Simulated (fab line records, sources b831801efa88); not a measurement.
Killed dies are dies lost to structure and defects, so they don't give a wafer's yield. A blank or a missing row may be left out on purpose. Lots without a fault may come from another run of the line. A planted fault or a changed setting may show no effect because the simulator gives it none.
Which tool did it? | flow gf180mcu | 12 lots, 36 wafers sampled, at 2 steps of a route of 602

WHAT THE GAUGES READ, wafer by wafer
GF_M3_CD_MEAS_14: target cd 280 nm. Usual: cd_nm 280.2 nm, standard deviation 1.3.
lot  | measured     | on        | cd_nm (nm)        | flag
L412 | day 22 13:12 | cd_sem-02 | 281.4 281.4 281.5 |
L418 | day 24 09:18 | cd_sem-01 | 277.6 277.9 278.4 |
L420 | day 24 22:24 | cd_sem-01 | 281.0 279.1 279.8 |
L421 | day 25 03:09 | cd_sem-02 | 282.3 281.9 282.4 |
L425 | day 26 12:47 | cd_sem-02 | 281.3 280.1 281.0 |
L426 | day 26 16:38 | cd_sem-01 | 282.3 281.7 281.8 |
L427 | day 27 03:00 | cd_sem-01 | 278.8 278.6 280.0 |
L428 | day 27 15:33 | cd_sem-02 | 278.8 278.9 278.2 |
L430 | day 27 21:33 | cd_sem-02 | 281.1 282.4 282.0 |
L431 | day 28 08:23 | cd_sem-02 | 280.8 280.7 281.9 |
L432 | day 28 17:16 | cd_sem-01 | 279.3 279.1 280.0 |
L433 | day 28 21:53 | cd_sem-01 | 281.0 280.9 278.8 |

WHICH TOOL RAN EACH LOT (tool, then ch and the chambers of the sampled wafers, then the start)
lot  | GF_M2_SPUTTER_00
L412 | pvd_sputter-03, day 19 10:07
L418 | pvd_sputter-01, day 21 09:22
L420 | pvd_sputter-01, day 22 00:09
L421 | pvd_sputter-02, day 22 04:52
L425 | pvd_sputter-02, day 23 16:58
L426 | pvd_sputter-03, day 23 20:42
L427 | pvd_sputter-02, day 24 08:13
L428 | pvd_sputter-03, day 24 21:55
L430 | pvd_sputter-01, day 25 04:47
L431 | pvd_sputter-03, day 25 14:49
L432 | pvd_sputter-01, day 26 00:40
L433 | pvd_sputter-01, day 26 04:59
- GF_M2_SPUTTER_00: material Ti, target thk 37.5 nm, time 150 s.

WHAT THE TOOLS THEMSELVES READ (means of the sampled wafers that have a number; where no wafer has one, the mark that the record gives instead)
GF_M2_SPUTTER_00. Usual: cathode_dc_power_W 3999.9 W, standard deviation 0.73; throttle_valve_pct 30.0 %, standard deviation 0.88.
lot  | tool           | cathode_dc_power_W (W) | throttle_valve_pct (%) | flag
L412 | pvd_sputter-03 | 3999.7                 | 30.7                   |
L418 | pvd_sputter-01 | 3999.5                 | 29.9                   |
L420 | pvd_sputter-01 | 3999.9                 | 30.2                   |
L421 | pvd_sputter-02 | 3999.5                 | 29.2                   |
L425 | pvd_sputter-02 | 4000.0                 | 28.9                   |
L426 | pvd_sputter-03 | 4000.4                 | 30.6                   |
L427 | pvd_sputter-02 | 4000.6                 | 29.2                   |
L428 | pvd_sputter-03 | 3999.4                 | 30.6                   |
L430 | pvd_sputter-01 | 4000.0                 | 29.9                   |
L431 | pvd_sputter-03 | 3999.7                 | 30.4                   |
L432 | pvd_sputter-01 | 4000.1                 | 30.0                   |
L433 | pvd_sputter-01 | 4000.1                 | 29.5                   |

THE ANSWER, worked out from the rows above alone
Rule: a lot is off if the mean of its wafers that have a number lies more than 3 standard deviations from the usual mean. A lot without any number at a reading at which 4 lots or more have one is off too. The other lots that the step has rows for count as sound. The gauges are gone through in route order, then the tools' own readings, and for those a lot's mean is taken as printed above. The first step at which some lot is off is used, and at that step the reading that is off furthest; a lot without a number counts as furthest.
No lot is off at any reading shown: from this, nothing can be told.

WHAT THE SIMULATOR HAD PUT IN
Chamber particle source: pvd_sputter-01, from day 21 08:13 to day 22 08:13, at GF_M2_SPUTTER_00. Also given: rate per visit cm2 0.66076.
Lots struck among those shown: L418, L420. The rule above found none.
